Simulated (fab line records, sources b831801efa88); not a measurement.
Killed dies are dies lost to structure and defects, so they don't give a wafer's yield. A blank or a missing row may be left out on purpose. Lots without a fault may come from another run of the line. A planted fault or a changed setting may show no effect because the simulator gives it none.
A struck lot beside a sound one | flow sky130 | 14 steps out of a route of 708
Sound: wafers L311.2, L311.4, L311.6. Struck: wafers L301.1, L301.4, L301.5. The cause comes at the end.
At each step with rows: each side's tool, then ch and its chambers, then its first start. Under that, the readings that differ: sound wafers | struck wafers | difference of the means | sigmas: that difference in standard deviations of wafers without a fault.
alike: readings whose means differ by less than 2 such deviations, and words and numbers that are the same on both sides. not compared: withheld readings, readings that some wafer has no value for, bounds like >300 that may hide the same value, and numbers for which the record gives no deviation and whose values overlap.
The two part at a step that has a row with sigmas, a row that says differs or no value, or rows on one side only. Numbers that don't overlap but have no deviation are shown without sigmas and don't part them. A reading that every wafer of one side lacks parts them only if that side has two wafers or more.

SKY_RES_PROTECT_STRIP_07: strips in O2/N2.
  sound on plasma_asher-03 ch 0,1, day 20 23:59; struck on plasma_asher-01 ch 0,1, day 16 17:53
  alike: drypump_motor_current_A, oes_product_au, strip_time_to_endpoint_s
  not compared: rf_hours_counter_h
SKY_RES_PROTECT_TW_MEAS_08:
  sound on film_metro-02, day 21 00:06; struck on film_metro-04, day 16 17:59
  reading      | sound          | struck         | difference | sigmas
  POLY_GATE_TW | 4050 4057 4053 | 3995 3983 3996 | -62        | -2
then, 2 steps without rows for these wafers: SKY_RES_PROTECT_CLEAN_09 (cleans in SC1/SC2, time 150 s); SKY_POLY_GATE_CVD_03 (deposits Si3N4 from DCS/NH3, target thk 75 nm, time 1290 s).
SKY_POLY_GATE_THK_MEAS_04:
  sound on film_metro-03, day 21 01:34; struck on film_metro-01, day 16 20:55
  alike: POLY_GATE_CVD_03_THK
then, 7 steps without rows for these wafers: SKY_POLY_GATE_DEHYDRATE_05 (time 60 s); SKY_POLY_GATE_HMDS_06 (prime time 60 s); SKY_POLY_GATE_COAT_07 (resist thk 110 nm); SKY_POLY_GATE_COAT_08 (resist thk 450 nm); SKY_POLY_GATE_SOFTBAKE_09 (time 90 s); SKY_POLY_GATE_EXPOSE_10 (exposes mask P1M, target cd 150 nm); SKY_POLY_GATE_PEB_11.
SKY_POLY_GATE_DEVELOP_12: develop time 60 s.
  sound on litho_track-01 ch 0, day 22 07:00; struck on litho_track-01, day 18 02:00
  no value came back on the struck wafers for chill_plate_temp_C (C), develop_time_s (s); on the sound wafers chill_plate_temp_C (C) reads 22.84 22.93 22.88
  reading                                          | sound             | struck            | difference | sigmas
  model.KrF-thick_of_POLY_GATE_COAT_08.thk_nm (nm) | 435.8 436.7 435.8 | 448.4 447.7 449.5 | +12.4      |
SKY_POLY_GATE_CD_MEAS_13: target cd 150 nm.
  sound on cd_sem-02, day 22 08:02; struck on cd_sem-02, day 18 02:22
  reading    | sound             | struck | difference                    | sigmas
  cd_nm (nm) | 148.5 149.7 148.8 | - - -  | no value on the struck wafers |

WHERE THEY PART
First at SKY_RES_PROTECT_TW_MEAS_08; last, within this record, at SKY_POLY_GATE_CD_MEAS_13.

WHY: what the simulator had put in
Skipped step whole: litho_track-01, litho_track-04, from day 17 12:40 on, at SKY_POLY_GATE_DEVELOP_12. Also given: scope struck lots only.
